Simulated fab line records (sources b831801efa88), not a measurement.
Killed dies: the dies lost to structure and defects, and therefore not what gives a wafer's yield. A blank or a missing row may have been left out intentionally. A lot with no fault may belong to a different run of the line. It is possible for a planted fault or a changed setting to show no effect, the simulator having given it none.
Which tool is to blame?	flow sky130	33 wafers from 11 lots sampled at 2 of the route's 708 steps

## WHAT THE GAUGES SHOWED, per wafer
SKY_POLY_GATE_THK_MEAS_21.
lot	measured	on	POLY_GATE_OXIDATION_THK (nm)
L586	day 16 05:16	film-metro-04	4.08 4.04 4.11
L588	day 17 09:21	film-metro-02	4.01 3.99 4.16
L592	day 18 20:48	film-metro-04	4.17 4.21 4.18
L595	day 20 16:22	film-metro-01	4.00 4.09 4.06
L599	day 21 13:28	film-metro-04	2.39 2.46 2.33 2.35 2.41 2.34
L600	day 21 18:40	film-metro-04	2.39 2.30 2.30 2.33 2.31 2.29
L601	day 21 23:59	film-metro-02	2.41 2.34 2.37 2.39 2.33 2.35
L603	day 22 17:04	film-metro-02	3.94 3.90 3.96
L604	day 23 08:01	film-metro-04	4.01 4.07 4.02
L607	day 24 03:15	film-metro-04	3.98 4.05 4.01
L608	day 24 13:34	film-metro-01	3.96 3.98 4.06

## WHICH TOOL RAN EACH LOT (tool, then ch and the chambers of the sampled wafers, then the start)
lot	SKY_POLY_GATE_OXIDATION_20
L586	furnace-01 ch 0, day 16 04:01
L588	furnace-01 ch 0, day 17 08:06
L592	furnace-01 ch 0, day 18 19:33
L595	furnace-01 ch 0, day 20 15:07
L599	furnace-01 ch 0, day 21 12:12
L600	furnace-01 ch 0, day 21 17:24
L601	furnace-01 ch 0, day 21 22:44
L603	furnace-02 ch 0, day 22 15:48
L604	furnace-02 ch 0, day 23 06:45
L607	furnace-02 ch 0, day 24 02:00
L608	furnace-01 ch 0, day 24 12:18
- SKY_POLY_GATE_OXIDATION_20: stabilise 600 s, purge 300 s, target thk 4 nm.

## THE ANSWER, worked out from the rows above alone
Rule: the lots themselves supply what counts as usual. The widest of any qualifying gaps counts: lots, ordered by their means at a reading, are off when they make up no more than a third of the lots, leave a main group of 4 or more, and stand apart from it by 3 or more times the standard deviation of that group's means. If all means in a main group match to the digits the tables above print for the reading, that group is not used. Also off: a lot with no number at a reading for which 4 or more lots have one. Any other lot the step has rows for is counted as sound.
Off: L599, L600, L601, seen at SKY_POLY_GATE_THK_MEAS_21 (POLY_GATE_OXIDATION_THK). For the main group the mean is 4.04 nm and the standard deviation 0.068.
If a tool, at a process step before that reading, ran all the lots that are off and no sound lot after the first of them, it fits. The gauges at SKY_POLY_GATE_THK_MEAS_21 are tried like those tools. Of those tried, none fits.

## WHAT HAD BEEN PUT IN BY THE SIMULATOR
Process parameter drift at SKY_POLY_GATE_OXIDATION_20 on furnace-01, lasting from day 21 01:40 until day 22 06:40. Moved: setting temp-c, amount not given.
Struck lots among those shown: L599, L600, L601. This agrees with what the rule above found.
